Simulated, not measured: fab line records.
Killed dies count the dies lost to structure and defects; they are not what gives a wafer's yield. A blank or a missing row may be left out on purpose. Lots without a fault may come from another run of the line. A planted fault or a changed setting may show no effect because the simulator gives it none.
fab line records	flow sky130
record: lots: 5	wafers: 15	lastDay: 49
route steps=708 shown SONOS_TUNNEL@160 SONOS_ONO@168 GATE_OXIDE@187 PAD_OPEN@708
lots that met no fault: from a run of the same line without faults
startH: the number of hours between the record's first day and the start of the first shown wafer of the lot	waitH: hours elapsed since this lot's preceding step	" same as the row above	L1.1+2: one row covering several wafers at once	- no value, or no start was given	* or withheld: withheld	< > ~ a bound
route shown NAME@n: NAME is a module with steps in the file, n the number in the route of the first one	usual: mean and standard deviation over wafers with no fault	same: alike in all rows	chamber/n: place in a boat	sites: the reading at each site	_std_site: the values' standard deviation	_edge_site: outer sites' mean less inner sites'	radiusMm: how far each site lies from the wafer's centre	mask NAME#n: copy n	behind: tool/chamber where the wafer was last shaped	hold: why the lot was held/for how many hours/how that ended	device: the transistor (n, p or np) that didn't switch	end of line: the tests these same wafers got at the end of their route	where a step has no rows: the recipe by itself	killed: dies that structure and defects cost at the first sort, which is not the same as the wafer's yield	map: a wafer's dies, x killed, . not, _ none there
set.NAME: the setting the step ran with; set.NAME@STEP: the setting that earlier step ran with	model.NAME: the simulator's own value behind a step, which no gauge read
a table for each step, a row for each wafer; lots at some steps of the route
services: when a tool's chamber went out of use (startH, in hours from the record's first day, below 0 if earlier), for how many hours, and the reason
== steps ==
step: SKY_SONOS_TUNNEL_DEVELOP_06
recipe: resist: NOVOLAK	developer: TMAH	developTimeS: 60	devTempC: 23
step: SKY_SONOS_TUNNEL_CD_MEAS_07
recipe: targetCdNm: 410
usual: cdNm: 409.7/2.4
lot.wafer	tool	chamber	startH	waitH	cdNm
L313.2	cdSem-02	-	260.77	0.1	405.4
L313.3	"	-	"	"	408.0
L313.6	"	-	"	"	407.5
L315.2	cdSem-01	-	278.19	0.3	410.8
L315.3	"	-	"	"	411.5
L315.6	"	-	"	"	411.4
L316.1	cdSem-01	-	284.07	0.1	408.4
L316.2	"	-	"	"	409.0
L316.4	"	-	"	"	409.8
L321.3	cdSem-02	-	321.15	0.1	413.7
L321.5	"	-	"	"	413.4
L321.6	"	-	"	"	411.8
L329.2	cdSem-02	-	384.93	0.1	409.2
L329.5	"	-	"	"	407.5
L329.6	"	-	"	"	406.9
step: SKY_SONOS_TUNNEL_OVL_MEAS_08
usual: SONOS_TUNNEL_OVL: -1.2/1.5
lot.wafer	tool	chamber	startH	waitH	SONOS_TUNNEL_OVL[nm]
L313.2	overlay-01	-	260.87	0.1	-3.4
L313.3	"	-	"	"	-1.2
L313.6	"	-	"	"	-2.7
L315.2	overlay-01	-	278.29	0.1	-0.5
L315.3	"	-	"	"	2.2
L315.6	"	-	"	"	0.8
L316.1	overlay-02	-	284.19	0.1	-3.5
L316.2	"	-	"	"	-3.0
L316.4	"	-	"	"	-3.0
L321.3	overlay-02	-	321.24	0.1	-1.6
L321.5	"	-	"	"	-0.3
L321.6	"	-	"	"	-0.4
L329.2	overlay-02	-	385.03	0.1	-2.0
L329.5	"	-	"	"	-1.3
L329.6	"	-	"	"	-1.4
step: SKY_SONOS_TUNNEL_IMPLANT_09
recipe: species: B	energyKev: 20	doseCm2: 1e+12	tiltDeg: withheld
step: SKY_SONOS_TUNNEL_WET_ETCH_10
recipe: chemistry: dHF	targetDepthNm: 14	target: SiO2	dilution: 100:1	tempC: 25	timeS: 280
step: SKY_SONOS_TUNNEL_STRIP_11
recipe: chemistry: SPM	timeS: 600	tempC: 130
step: SKY_SONOS_TUNNEL_TW_MEAS_12
usual: SONOS_TUNNEL_TW: 196.4/2
lot.wafer	tool	chamber	startH	waitH	SONOS_TUNNEL_TW
L313.2	filmMetro-02	-	261.33	0.0	194.7
L313.3	"	-	"	"	192.9
L313.6	"	-	"	"	194.4
L315.2	filmMetro-01	-	278.74	0.0	197.3
L315.3	"	-	"	"	197.2
L315.6	"	-	"	"	197.6
L316.1	filmMetro-01	-	284.67	0.0	198.2
L316.2	"	-	"	"	197.9
L316.4	"	-	"	"	198.0
L321.3	filmMetro-01	-	321.80	0.0	197.4
L321.5	"	-	"	"	196.0
L321.6	"	-	"	"	196.3
L329.2	filmMetro-02	-	385.48	0.0	193.5
L329.5	"	-	"	"	193.4
L329.6	"	-	"	"	192.8
step: SKY_SONOS_TUNNEL_CLEAN_13
recipe: chemistry: dHF	timeS: 20	dilution: 100:1	dry: ipaMarangoni
step: SKY_SONOS_ONO_OXIDATION_00
recipe: tempC: 800	ambient: O2	idleTempC: 700	rampUpCPerMin: 10	rampDownCPerMin: 3	stabiliseS: 600	purgeS: 300	targetThkA: 26	oxTimeS: 1249
step: SKY_SONOS_ONO_THK_MEAS_01
recipe: reads: SiO2_of_SONOS_ONO_OXIDATION_00
usual: SONOS_ONO_OXIDATION_THK: 2.61/0.059
lot.wafer	tool	chamber	startH	waitH	SONOS_ONO_OXIDATION_THK[nm]
L313.2	filmMetro-01	-	263.69	0.0	2.65
L313.3	"	-	"	"	2.65
L313.6	"	-	"	"	2.65
L315.2	filmMetro-02	-	281.86	0.0	2.71
L315.3	"	-	"	"	2.79
L315.6	"	-	"	"	2.70
L316.1	filmMetro-02	-	286.10	0.0	2.67
L316.2	"	-	"	"	2.59
L316.4	"	-	"	"	2.60
L321.3	filmMetro-03	-	323.69	0.0	2.65
L321.5	"	-	"	"	2.60
L321.6	"	-	"	"	2.63
L329.2	filmMetro-03	-	388.65	0.0	2.68
L329.5	"	-	"	"	2.68
L329.6	"	-	"	"	2.68
step: SKY_SONOS_ONO_CVD_02
recipe: material: Si3N4	precursor: DCS/NH3	targetThkNm: 10.5	tempC: 770	timeS: 180	pressureMtorr: 250
step: SKY_SONOS_ONO_THK_MEAS_03
recipe: reads: Si3N4_of_SONOS_ONO_CVD_02
usual: SONOS_ONO_CVD_02_THK: 10.48/0.14
lot.wafer	tool	chamber	startH	waitH	SONOS_ONO_CVD_02_THK[nm]
L313.2	filmMetro-01	-	266.20	0.0	10.39
L313.3	"	-	"	"	10.44
L313.6	"	-	"	"	10.42
L315.2	filmMetro-01	-	283.70	0.0	10.74
L315.3	"	-	"	"	10.72
L315.6	"	-	"	"	10.62
L316.1	filmMetro-03	-	287.21	0.0	10.53
L316.2	"	-	"	"	10.57
L316.4	"	-	"	"	10.46
L321.3	filmMetro-02	-	324.82	0.0	10.40
L321.5	"	-	"	"	10.26
L321.6	"	-	"	"	10.40
L329.2	filmMetro-03	-	391.35	0.0	10.64
L329.5	"	-	"	"	10.58
L329.6	"	-	"	"	10.57
step: SKY_SONOS_ONO_CVD_04
recipe: material: SiO2	precursor: SiH4/N2O	targetThkNm: 5.7199	tempC: 900	pressureMtorr: 400
usual: zonePowerLowerPct: 18.5/1.1
lot.wafer	tool	chamber	startH	waitH	zonePowerLowerPct	model.SiO2_of_SONOS_ONO_CVD_04.thkNm
L313.2	lpcvd-03	0	266.25	0.0	17.3	5.762
L313.3	"	0	"	"	17.8	5.799
L313.6	"	0	"	"	17.8	5.75
L315.2	lpcvd-03	1	283.75	0.0	20.3	5.929
L315.3	"	1	"	"	19.9	5.736
L315.6	"	1	"	"	19.9	5.821
L316.1	lpcvd-03	1	287.27	0.1	20.1	5.746
L316.2	"	1	"	"	19.7	5.836
L316.4	"	1	"	"	20.1	5.813
L321.3	lpcvd-03	0	324.86	0.0	17.6	5.627
L321.5	"	0	"	"	17.4	5.724
L321.6	"	0	"	"	17.7	5.714
L329.2	lpcvd-03	1	391.40	0.0	20.1	5.482
L329.5	"	1	"	"	20.2	5.438
L329.6	"	1	"	"	20.0	5.406
step: SKY_SONOS_ONO_THK_MEAS_05
recipe: reads: SiO2_of_SONOS_ONO_CVD_04
usual: SONOS_ONO_CVD_04_THK: 5.75/0.1
lot.wafer	tool	chamber	startH	waitH	SONOS_ONO_CVD_04_THK[nm]
L313.2	filmMetro-01	-	267.51	0.0	5.79
L313.3	"	-	"	"	5.85
L313.6	"	-	"	"	5.78
L315.2	filmMetro-02	-	285.01	0.0	5.89
L315.3	"	-	"	"	5.75
L315.6	"	-	"	"	5.77
L316.1	filmMetro-02	-	288.52	0.0	5.71
L316.2	"	-	"	"	5.83
L316.4	"	-	"	"	5.81
L321.3	filmMetro-01	-	326.13	0.0	5.65
L321.5	"	-	"	"	5.69
L321.6	"	-	"	"	5.71
L329.2	filmMetro-02	-	392.66	0.0	5.49
L329.5	"	-	"	"	5.46
L329.6	"	-	"	"	5.41
step: SKY_SONOS_ONO_DEHYDRATE_06
recipe: tempC: 200	timeS: 60
step: SKY_SONOS_ONO_HMDS_07
recipe: primeTimeS: 60	primeTempC: 120
step: SKY_SONOS_ONO_COAT_08
recipe: resist: NOVOLAK	spinRpm: 3000	resistThkNm: 1140
step: SKY_SONOS_ONO_SOFTBAKE_09
recipe: tempC: 90	timeS: 60	resist: NOVOLAK
step: SKY_SONOS_ONO_EXPOSE_10
recipe: maskId: ONOM	targetCdNm: 410	na: 0.6	sourceShape: conventional	sigmaOuter: 0.6	doseMj: 150
step: SKY_SONOS_ONO_PEB_11
recipe: tempC: withheld	timeS: *	resist: NOVOLAK
step: SKY_SONOS_ONO_DEVELOP_12
recipe: developTimeS: 60	devTempC: 23
step: SKY_SONOS_ONO_CD_MEAS_13
recipe: targetCdNm: 410
usual: cdNm: 410.7/2.5
lot.wafer	tool	chamber	startH	waitH	cdNm
L313.2	cdSem-01	-	292.44	0.1	409.5
L313.3	"	-	"	"	409.2
L313.6	"	-	"	"	408.5
L315.2	cdSem-02	-	310.82	0.1	410.8
L315.3	"	-	"	"	410.5
L315.6	"	-	"	"	410.7
L316.1	cdSem-02	-	313.70	0.1	411.4
L316.2	"	-	"	"	410.4
L316.4	"	-	"	"	410.7
L321.3	cdSem-02	-	352.39	0.1	408.6
L321.5	"	-	"	"	409.5
L321.6	"	-	"	"	411.9
L329.2	cdSem-02	-	421.07	0.1	406.7
L329.5	"	-	"	"	410.3
L329.6	"	-	"	"	409.5
step: SKY_SONOS_ONO_OVL_MEAS_14
usual: SONOS_ONO_OVL: -0.4/1.3
lot.wafer	tool	chamber	startH	waitH	SONOS_ONO_OVL[nm]
L313.2	overlay-01	-	292.55	0.1	1.9
L313.3	"	-	"	"	1.2
L313.6	"	-	"	"	2.9
L315.2	overlay-02	-	310.93	0.1	-1.3
L315.3	"	-	"	"	-0.1
L315.6	"	-	"	"	-1.4
L316.1	overlay-01	-	313.82	0.1	-1.6
L316.2	"	-	"	"	-0.2
L316.4	"	-	"	"	-0.5
L321.3	overlay-02	-	352.48	0.1	0.3
L321.5	"	-	"	"	0.1
L321.6	"	-	"	"	-1.3
L329.2	overlay-01	-	421.18	0.1	0.8
L329.5	"	-	"	"	0.4
L329.6	"	-	"	"	0.2
step: SKY_SONOS_ONO_ETCH_15
recipe: targetDepthNm: 19.52	chemistry: CHF3/O2	sourceW: 600	biasW: 200	pressureMtorr: 40	chf3FlowSccm: 50	O2_flow_sccm: 5	timeS: 7.8
usual: chamberPressureMTorr: 40.00/0.033	drypumpMotorCurrentA: 5.6/0.4	oesProductAu: 1.003/0.014	rfFwdPowerW: 589/3.6	throttleValvePct: 8.826/0.01
lot.wafer	tool	chamber	startH	waitH	chamberPressureMTorr	drypumpMotorCurrentA	oesProductAu	rfFwdPowerW	rfHoursCounterH	throttleValvePct
L313.2	rieDiel-01	0	292.58	0.0	39.97	4.9	0.998	590	14	8.836
L313.3	"	2	"	"	39.97	6.1	1.032	593	21	8.819
L313.6	"	1	"	"	39.98	5.5	0.993	588	-	8.830
L315.2	rieDiel-01	0	310.96	0.0	40.02	4.9	0.999	595	14	8.826
L315.3	"	1	"	"	39.97	5.5	1.005	585	114	8.831
L315.6	"	2	"	"	40.00	6.1	1.024	593	-	8.819
L316.1	rieDiel-01	0	313.85	0.0	39.94	4.9	1.000	592	14	8.831
L316.2	"	1	"	"	39.94	5.6	1.005	583	114	8.852
L316.4	"	3	"	"	39.99	5.5	1.009	586	97	8.835
L321.3	rieDiel-01	1	352.51	0.0	39.97	5.6	0.999	586	114	8.814
L321.5	"	0	"	"	40.08	4.9	0.999	592	-	8.828
L321.6	"	1	"	"	40.00	5.5	1.012	586	-	8.839
L329.2	rieDiel-01	2	421.21	0.0	40.00	6.1	1.034	594	23	8.825
L329.5	"	0	"	"	40.01	4.8	0.995	593	-	8.804
L329.6	"	1	"	"	39.97	5.4	0.995	584	-	8.829
step: SKY_SONOS_ONO_WET_ETCH_16
recipe: chemistry: dHF	targetDepthNm: 14	dry: n2Spin	target: SiO2	dilution: 100:1	tempC: 25	timeS: 280
step: SKY_SONOS_ONO_STRIP_17
recipe: chemistry: O2/N2	powerW: 1400	pressureMtorr: 1500	platenTempC: withheld	o2FlowSccm: 3000	n2FlowSccm: 300	overashFraction: 0.5
usual: chamberPressureMTorr: 1500.0/1.3	drypumpMotorCurrentA: 5.6/0.35	oesProductAu: 0.710/0.0046	stripTimeToEndpointS: 14.11/0.04
lot.wafer	tool	chamber	startH	waitH	chamberPressureMTorr	drypumpMotorCurrentA	oesProductAu	rfHoursCounterH	stripTimeToEndpointS
L313.2	plasmaAsher-04	1	292.69	0.0	1500.1	5.1	0.713	62	14.09
L313.3	"	0	"	"	1498.7	5.7	0.708	-	14.09
L313.6	"	0	"	"	1498.9	5.8	0.714	-	14.07
L315.2	plasmaAsher-04	1	311.06	0.0	1498.2	5.1	0.704	64	14.11
L315.3	"	0	"	"	1501.3	5.7	0.709	-	14.14
L315.6	"	1	"	"	1503.0	5.1	0.710	-	14.14
L316.1	plasmaAsher-04	1	313.96	0.0	1500.3	5.0	0.707	64	14.13
L316.2	"	0	"	"	1499.5	5.7	0.707	64	14.08
L316.4	"	1	"	"	1498.9	5.0	0.710	-	14.11
L321.3	plasmaAsher-04	0	352.65	0.0	1500.1	5.8	0.705	-	14.13
L321.5	"	1	"	"	1499.4	5.1	0.709	-	14.19
L321.6	"	0	"	"	1498.9	5.7	0.708	-	14.16
L329.2	plasmaAsher-01	1	421.33	0.0	1500.9	5.8	0.710	29	14.16
L329.5	"	0	"	"	1500.9	5.9	0.712	-	14.13
L329.6	"	1	"	"	1498.3	5.8	0.711	-	14.10
step: SKY_SONOS_ONO_WET_ETCH_18
recipe: chemistry: H3PO4	targetDepthNm: 15	target: Si3N4	tempC: 160	timeS: 172
step: SKY_GATE_OXIDE_CLEAN_00
recipe: chemistry: SC1/SC2	mix: 1:4:20	tempC: 70	timeS: 150	dry: n2Spin
step: SKY_GATE_OXIDE_OXIDATION_01
recipe: tempC: 900	ambient: O2	stabiliseS: 600	purgeS: 300	targetThkA: 102.68	oxTimeS: 1473
step: SKY_GATE_OXIDE_THK_MEAS_02
recipe: reads: SiO2_of_GATE_OXIDE_OXIDATION_01
usual: GATE_OXIDE_OXIDATION_00_THK: 10.32/0.2
lot.wafer	tool	chamber	startH	waitH	GATE_OXIDE_OXIDATION_00_THK[nm]
L313.2	filmMetro-03	-	294.31	0.0	10.09
L313.3	"	-	"	"	10.06
L313.6	"	-	"	"	9.91
L315.2	filmMetro-03	-	313.05	0.0	10.55
L315.3	"	-	"	"	10.42
L315.6	"	-	"	"	10.53
L316.1	filmMetro-02	-	316.86	0.0	9.96
L316.2	"	-	"	"	10.16
L316.4	"	-	"	"	9.95
L321.3	filmMetro-04	-	355.07	0.0	10.31
L321.5	"	-	"	"	10.28
L321.6	"	-	"	"	10.17
L329.2	filmMetro-04	-	425.16	0.0	10.23
L329.5	"	-	"	"	10.35
L329.6	"	-	"	"	10.56
step: SKY_GATE_OXIDE_DEHYDRATE_03
recipe: tempC: 200	timeS: 60
step: SKY_GATE_OXIDE_HMDS_04
recipe: primeTimeS: 60	primeTempC: 120
step: SKY_GATE_OXIDE_COAT_05
recipe: resist: NOVOLAK	spinRpm: 3000	resistThkNm: 1140
step: SKY_GATE_OXIDE_SOFTBAKE_06
recipe: tempC: 90	timeS: 60	resist: NOVOLAK
step: SKY_GATE_OXIDE_EXPOSE_07
recipe: maskId: LVOM	na: 0.6	sourceShape: conventional	sigmaOuter: 0.6	polarization: unpolarized	targetCdNm: 600	doseMj: 170
step: SKY_GATE_OXIDE_PEB_08
recipe: tempC: withheld	timeS: *	resist: NOVOLAK
step: SKY_GATE_OXIDE_DEVELOP_09
recipe: resist: NOVOLAK	developer: TMAH	developTimeS: 60	devTempC: 23
step: SKY_GATE_OXIDE_OVL_MEAS_10
usual: GATE_OXIDE_OVL: 0.1/1.3
lot.wafer	tool	chamber	startH	waitH	GATE_OXIDE_OVL[nm]
L313.2	overlay-01	-	320.05	0.1	1.2
L313.3	"	-	"	"	-0.6
L313.6	"	-	"	"	1.4
L315.2	overlay-01	-	338.76	0.1	0.6
L315.3	"	-	"	"	-0.5
L315.6	"	-	"	"	1.4
L316.1	overlay-02	-	343.45	0.1	-2.7
L316.2	"	-	"	"	-3.5
L316.4	"	-	"	"	-2.6
L321.3	overlay-01	-	382.81	0.1	0.7
L321.5	"	-	"	"	2.4
L321.6	"	-	"	"	0.9
L329.2	overlay-02	-	455.40	0.1	-2.0
L329.5	"	-	"	"	-0.1
L329.6	"	-	"	"	-0.1
step: SKY_GATE_OXIDE_IMPLANT_11
recipe: species: B	energyKev: 10	doseCm2: 2.6e+12	tiltDeg: withheld
step: SKY_GATE_OXIDE_WET_ETCH_12
recipe: chemistry: dHF	targetDepthNm: 16.8	dry: n2Spin	target: SiO2	dilution: 100:1	tempC: 25	timeS: 336
step: SKY_GATE_OXIDE_STRIP_13
recipe: chemistry: O2/N2	powerW: 1400	pressureMtorr: 1500	platenTempC: withheld	o2FlowSccm: 3000	n2FlowSccm: 300	overashFraction: 0.5
usual: chamberPressureMTorr: 1500.1/1.3	drypumpMotorCurrentA: 5.7/0.34	oesProductAu: 0.715/0.0044	stripTimeToEndpointS: 14.18/0.038
lot.wafer	tool	chamber	startH	waitH	chamberPressureMTorr	drypumpMotorCurrentA	oesProductAu	rfHoursCounterH	stripTimeToEndpointS
L313.2	plasmaAsher-04	0	320.34	0.0	1499.9	5.7	0.720	65	14.16
L313.3	"	0	"	"	1501.6	5.7	0.709	-	14.21
L313.6	"	1	"	"	1500.9	5.0	0.719	-	14.22
L315.2	plasmaAsher-04	0	339.04	0.0	1499.1	5.7	0.718	66	14.26
L315.3	"	0	"	"	1499.4	5.7	0.713	-	14.17
L315.6	"	0	"	"	1499.9	5.7	0.709	-	14.24
L316.1	plasmaAsher-04	1	343.74	0.0	1499.6	5.0	0.711	67	14.18
L316.2	"	0	"	"	1500.6	5.7	0.718	67	14.21
L316.4	"	1	"	"	1499.0	5.0	0.712	-	14.20
L321.3	plasmaAsher-03	0	383.12	0.0	1497.4	6.0	0.718	-	14.14
L321.5	"	0	"	"	1499.9	6.0	0.714	-	14.12
L321.6	"	1	"	"	1503.7	5.9	0.719	-	14.18
L329.2	plasmaAsher-04	0	455.69	0.0	1499.3	5.7	0.717	3	14.19
L329.5	"	1	"	"	1500.4	5.0	0.720	-	14.22
L329.6	"	0	"	"	1497.3	5.7	0.715	-	14.18
step: SKY_GATE_OXIDE_TW_MEAS_14
usual: GATE_OXIDE_TW: 223.4/2.3
lot.wafer	tool	chamber	startH	waitH	GATE_OXIDE_TW
L313.2	filmMetro-04	-	320.45	0.1	224.8
L313.3	"	-	"	"	223.7
L313.6	"	-	"	"	223.6
L315.2	filmMetro-03	-	339.15	0.1	225.6
L315.3	"	-	"	"	226.1
L315.6	"	-	"	"	224.4
L316.1	filmMetro-02	-	343.84	0.1	219.6
L316.2	"	-	"	"	219.2
L316.4	"	-	"	"	219.5
L321.3	filmMetro-03	-	383.20	0.1	224.9
L321.5	"	-	"	"	224.7
L321.6	"	-	"	"	224.2
L329.2	filmMetro-03	-	455.80	0.1	224.5
L329.5	"	-	"	"	223.5
L329.6	"	-	"	"	223.3
step: SKY_GATE_OXIDE_CLEAN_15
recipe: chemistry: SC1/SC2	mix: 1:4:20	tempC: 70	timeS: 150	dry: n2Spin
lot.wafer	tool	chamber	startH	waitH	model.SiO2_of_SONOS_ONO_CVD_04.thkNm
L313.2	wetBench-04	3	320.50	0.0	4.254
L313.3	"	3	"	"	4.294
L313.6	"	3	"	"	4.241
L315.2	wetBench-02	2	339.20	0.0	4.415
L315.3	"	2	"	"	4.222
L315.6	"	2	"	"	4.314
L316.1	wetBench-04	3	343.90	0.1	4.22
L316.2	"	3	"	"	4.308
L316.4	"	3	"	"	4.29
L321.3	wetBench-04	2	383.24	0.0	4.096
L321.5	"	2	"	"	4.182
L321.6	"	2	"	"	4.179
L329.2	wetBench-04	1	455.85	0.0	3.955
L329.5	"	1	"	"	3.908
L329.6	"	1	"	"	3.879
step: SKY_PAD_OPEN_PROBE_99
usual: killed_at_M0_to_M3: 41/6.2	killed_at_M4_up: 3.0/1.7	killedAtContacts: 25/5.8	killedAtFrontEnd: 16/4.5	killedAtOther: 0.2/0.42	killedDies: 85/8.4	killedOpen: 46/5.9	killedShort: 39/6.3
same: grossDies: 492	killedAtBackSide: 0
lot.wafer	tool	chamber	startH	waitH	killed_at_M0_to_M3	killed_at_M4_up	killedAtContacts	killedAtFrontEnd	killedAtOther	killedDies	killedOpen	killedShort	model.etest.capOno.gateLog10ACm2	model.etest.capOno.toxAccNm	model.etest.sonosProgrammed.vtV	model.etest.sonosBaked.vtV
L313.2	prober-01	-	1088.71	0.1	43	2	36	12	0	93	47	46	-8.041	13	1.393	0.9338
L313.3	prober-01	-	1088.76	0.2	45	2	26	15	0	88	46	42	-8.144	13	1.47	0.9366
L313.6	prober-01	-	1088.91	0.2	36	5	32	10	0	83	48	34	-8.062	12.98	1.447	0.9441
L315.2	prober-01	-	1102.53	0.1	41	1	35	14	0	91	52	39	-8.506	13.36	1.256	0.8551
L315.3	prober-01	-	1102.58	0.2	43	4	30	17	0	94	47	47	-8.306	13.17	1.334	0.9358
L315.6	prober-01	-	1102.73	0.2	44	2	30	19	0	95	54	41	-8.389	13.21	1.307	0.8827
L316.1	prober-02	-	1104.27	0.1	44	8	27	13	0	92	47	45	-8.066	12.93	1.424	0.935
L316.2	prober-02	-	1104.32	0.1	45	3	25	11	0	84	53	31	-8.087	13.05	1.359	0.9394
L316.4	prober-02	-	1104.42	0.2	37	4	30	5	0	76	40	36	-8.102	12.96	1.416	0.9135
L321.3	prober-01	-	1131.75	0.2	42	3	22	19	1	87	41	46	-7.739	12.7	1.542	0.9911
L321.5	prober-01	-	1131.85	0.2	44	4	13	10	0	71	38	32	-7.791	12.82	1.532	0.9851
L321.6	prober-01	-	1131.90	0.2	45	2	39	11	0	97	51	45	-7.818	12.78	1.514	0.9858
L329.2	prober-01	-	1177.38	0.1	46	0	26	14	0	86	46	40	-7.78	12.79	1.515	1.019
L329.5	prober-01	-	1177.53	0.2	49	3	31	13	0	96	57	39	-7.723	12.71	1.573	1.093
L329.6	prober-01	-	1177.58	0.2	53	3	30	12	1	99	56	43	-7.631	12.66	1.599	1.025
killed by level:class
L313.2 CONTACT:geometricParticle:open=14 VIA1:geometricParticle:open=13 CONTACT:geometricParticle:short=8 LOCAL_INTERCONNECT:geometricParticle:short=7 METAL2:geometricParticle:short=7 LI_CONTACT:geometricParticle:open=5 VIA1:geometricParticle:short=5 VIA2:geometricParticle:open=5
L313.3 CONTACT:geometricParticle:open=15 VIA1:geometricParticle:open=12 METAL1:geometricParticle:short=7 FIELD_ISO:geometricParticle:open=6 LOCAL_INTERCONNECT:geometricParticle:short=6 METAL3:geometricParticle:short=6 VIA1:geometricParticle:short=4 METAL2:geometricParticle:short=4
L313.6 LI_CONTACT:geometricParticle:open=12 VIA1:geometricParticle:open=11 LOCAL_INTERCONNECT:geometricParticle:short=7 CONTACT:geometricParticle:short=7 CONTACT:geometricParticle:open=6 VIA2:geometricParticle:open=6 VIA3:geometricParticle:open=5 POLY_GATE:geometricParticle:short=4
L315.2 CONTACT:geometricParticle:open=12 CONTACT:geometricParticle:short=12 VIA2:geometricParticle:open=10 VIA1:geometricParticle:open=9 VIA1:geometricParticle:short=7 LI_CONTACT:geometricParticle:open=6 FIELD_ISO:geometricParticle:open=5 METAL1:geometricParticle:short=4
L315.3 CONTACT:geometricParticle:open=11 METAL1:geometricParticle:short=9 LI_CONTACT:geometricParticle:open=7 VIA3:geometricParticle:open=7 FIELD_ISO:geometricParticle:open=6 LOCAL_INTERCONNECT:geometricParticle:short=6 FIELD_ISO:geometricParticle:short=5 CONTACT:geometricParticle:short=5
L315.6 CONTACT:geometricParticle:open=14 VIA1:geometricParticle:open=11 POLY_GATE:geometricParticle:short=6 VIA2:geometricParticle:open=6 LI_CONTACT:geometricParticle:open=5 LOCAL_INTERCONNECT:geometricParticle:short=5 METAL1:geometricParticle:short=5 METAL3:geometricParticle:short=5
L316.1 CONTACT:geometricParticle:open=11 VIA1:geometricParticle:short=11 VIA1:geometricParticle:open=11 CONTACT:geometricParticle:short=8 VIA2:geometricParticle:open=7 METAL4:geometricParticle:short=6 FIELD_ISO:geometricParticle:open=3 FIELD_ISO:geometricParticle:short=3
L316.2 VIA1:geometricParticle:open=15 CONTACT:geometricParticle:open=10 VIA2:geometricParticle:open=8 LI_CONTACT:geometricParticle:open=7 METAL2:geometricParticle:short=5 CONTACT:geometricParticle:short=4 VIA1:geometricParticle:short=4 VIA3:geometricParticle:open=4
L316.4 LI_CONTACT:geometricParticle:open=10 VIA1:geometricParticle:open=10 CONTACT:geometricParticle:short=9 METAL1:geometricParticle:short=7 VIA2:geometricParticle:open=6 CONTACT:geometricParticle:open=5 VIA1:geometricParticle:short=5 LI_CONTACT:geometricParticle:short=4
L321.3 VIA1:geometricParticle:open=12 CONTACT:geometricParticle:open=7 VIA2:geometricParticle:open=6 FIELD_ISO:geometricParticle:open=5 POLY_GATE:geometricParticle:short=5 LOCAL_INTERCONNECT:geometricParticle:short=5 METAL2:geometricParticle:short=5 VIA1:geometricParticle:short=5
L321.5 VIA1:geometricParticle:open=17 METAL2:geometricParticle:short=7 CONTACT:geometricParticle:short=6 POLY_GATE:geometricParticle:open=4 CONTACT:geometricParticle:open=4 VIA1:geometricParticle:short=4 FIELD_ISO:geometricParticle:short=3 VIA2:geometricParticle:open=3
L321.6 CONTACT:geometricParticle:open=15 LI_CONTACT:geometricParticle:open=12 VIA1:geometricParticle:open=10 VIA1:geometricParticle:short=6 CONTACT:geometricParticle:short=6 METAL1:geometricParticle:short=5 VIA2:geometricParticle:short=5 POLY_GATE:geometricParticle:open=4
L329.2 CONTACT:geometricParticle:open=12 VIA3:geometricParticle:open=9 VIA2:geometricParticle:open=9 CONTACT:geometricParticle:short=8 VIA3:geometricParticle:short=6 POLY_GATE:geometricParticle:open=5 LOCAL_INTERCONNECT:geometricParticle:short=5 VIA1:geometricParticle:open=5
L329.5 CONTACT:geometricParticle:open=11 VIA1:geometricParticle:open=9 METAL1:geometricParticle:short=8 VIA3:geometricParticle:open=8 VIA2:geometricParticle:open=7 LI_CONTACT:geometricParticle:open=6 CONTACT:geometricParticle:short=6 METAL2:geometricParticle:open=5
L329.6 VIA3:geometricParticle:open=14 CONTACT:geometricParticle:open=12 VIA1:geometricParticle:open=8 METAL1:geometricParticle:short=7 CONTACT:geometricParticle:short=7 VIA2:geometricParticle:open=6 LI_CONTACT:geometricParticle:open=5 VIA2:geometricParticle:short=5
== services ==
tool	chamber	startH	hours	kind
rieDiel-01	2	262.41	13.1	repair
wetBench-02	-	272.64	1.9	pm
plasmaAsher-03	-	295.31	8.8	repair
plasmaAsher-01	-	325.24	2.8	repair
plasmaAsher-01	-	341.39	0.8	repair
lpcvd-03	-	345.95	1.4	repair
rieDiel-01	1	349.25	2.9	repair
rieDiel-01	1	370.69	-	clean
rieDiel-01	1	370.69	24.0	scheduledDown
rieDiel-01	1	370.69	24.0	ventCycle
plasmaAsher-04	-	376.93	2.8	pm
plasmaAsher-01	-	383.35	2.2	repair
rieDiel-01	0	397.34	2.4	repair
rieDiel-01	-	419.25	0.8	repair
plasmaAsher-04	-	421.25	9.0	pm
plasmaAsher-04	0	421.25	9.0	ventCycle
plasmaAsher-04	1	421.25	9.0	ventCycle
plasmaAsher-04	0	430.25	-	clean
plasmaAsher-04	1	430.25	-	clean
== key ==
firstSign: step: SKY_SONOS_ONO_THK_MEAS_05	reading: SONOS_ONO_CVD_04_THK	direction: down	sigmas: 3	usual: 5.75	struck: 5.45
effect none on later readings
modelEffect: step: SKY_SONOS_ONO_CVD_04	value: SiO2_of_SONOS_ONO_CVD_04.thkNm	without: 5.696	struck: 5.442
modelEffect: step: SKY_GATE_OXIDE_CLEAN_15	value: SiO2_of_SONOS_ONO_CVD_04.thkNm	without: 4.168	struck: 3.914
modelEffect: step: SKY_PAD_OPEN_PROBE_99	value: etest.capOno.gateLog10ACm2	without: -8.039	struck: -7.711
metAt SKY_SONOS_ONO_CVD_04
struckWafers L329.2,L329.5,L329.6
testerLeftOut L329
onsetBetween 324.86 391.40
alsoFits time
fault: kind: processParameterDrift	tool: lpcvd-03	chamber: -	onsetH: 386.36	steps: SKY_SONOS_ONO_CVD_04	channel: targetThkNm	offset: -0.25368	shape: step	endH: 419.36	stated: 5.7199
testerLeftOut: of these lots the tester's yield and bins aren't shown, on N5 and GAA mostly nor the transistor test; their killed dies are dies lost to structure and defects alone, not to doping, threshold or leakage, so they don't give the yield
